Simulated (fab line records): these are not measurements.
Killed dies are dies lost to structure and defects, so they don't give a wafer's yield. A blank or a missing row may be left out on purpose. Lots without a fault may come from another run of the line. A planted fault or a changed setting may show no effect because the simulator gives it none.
Chamber matching	flow sky130	rie-diel-03 running SKY_VIA3_ETCH_14: 4 sister chambers
The step etches BARC in N2/H2, stops on SiO2, time 45.9 s, target depth 60 nm. 16 wafers are shown with their chamber, then 8 later ones without.

## WAFERS PAIRED WITH THEIR CHAMBERS
wafer	chamber	drypump-motor-current-A (A)	throttle-valve-pct (%)	oes-product-au (a.u.)
L942.1	2	5.9	13.217	0.851
L942.2	0	4.8	13.241	0.858
L942.5	0	4.7	13.218	0.842
L944.2	2	5.9	13.237	0.850
L944.3	1	6.6	13.233	0.854
L944.6	3	6.3	13.213	0.856
L947.1	3	6.3	13.227	0.849
L947.3	1	6.6	13.220	0.854
L947.6	1	6.6	13.220	0.858
L953.3	0	4.8	13.236	0.861
L953.4	2	5.9	13.224	0.849
L953.6	1	6.6	13.217	0.856
L952.3	0	4.8	13.221	0.862
L952.4	2	5.9	13.234	0.859
L952.6	1	6.6	13.223	0.857
L954.1	3	6.3	13.218	0.858

SIGNATURES (averages over the wafers above)
reading	chamber 0	chamber 1	chamber 2	chamber 3	scatter within a chamber
drypump-motor-current-A	4.775	6.600	5.900	6.300	0.025
throttle-valve-pct	13.22900	13.22260	13.22800	13.21933	0.00859
oes-product-au	0.85575	0.85580	0.85225	0.85433	0.00563
Rule: for a wafer and a chamber, the distance is found by dividing, reading by reading, the gap between the wafer's reading and the chamber's mean by the reading's scatter, squaring, summing and taking the root. If the next closest chamber is less than 2 further off than the closest, the wafer can't be placed; otherwise it belongs to the closest. The scatter: take each reading less its chamber's mean, square it, sum over the shown wafers, divide by the number of wafers less the number of chambers, and take the root.

## WAFERS WHOSE CHAMBER IS MISSING
wafer	drypump-motor-current-A (A)	throttle-valve-pct (%)	oes-product-au (a.u.)
L954.5	6.6	13.225	0.848
L954.6	4.8	13.230	0.856
L957.1	5.9	13.224	0.856
L957.3	6.3	13.239	0.851
L957.4	4.8	13.230	0.847
L960.1	6.3	13.223	0.853
L960.2	6.6	13.227	0.847
L960.4	4.7	13.222	0.855

## WHICH CHAMBER EACH WENT THROUGH
wafer	from the rows above	in truth
L954.5	1	1
L954.6	0	0
L957.1	2	2
L957.3	3	3
L957.4	0	0
L960.1	3	3
L960.2	1	1
L960.4	0	0
8 of 8 placed correctly. Can't be placed from these rows: 0. Wrongly placed: 0.
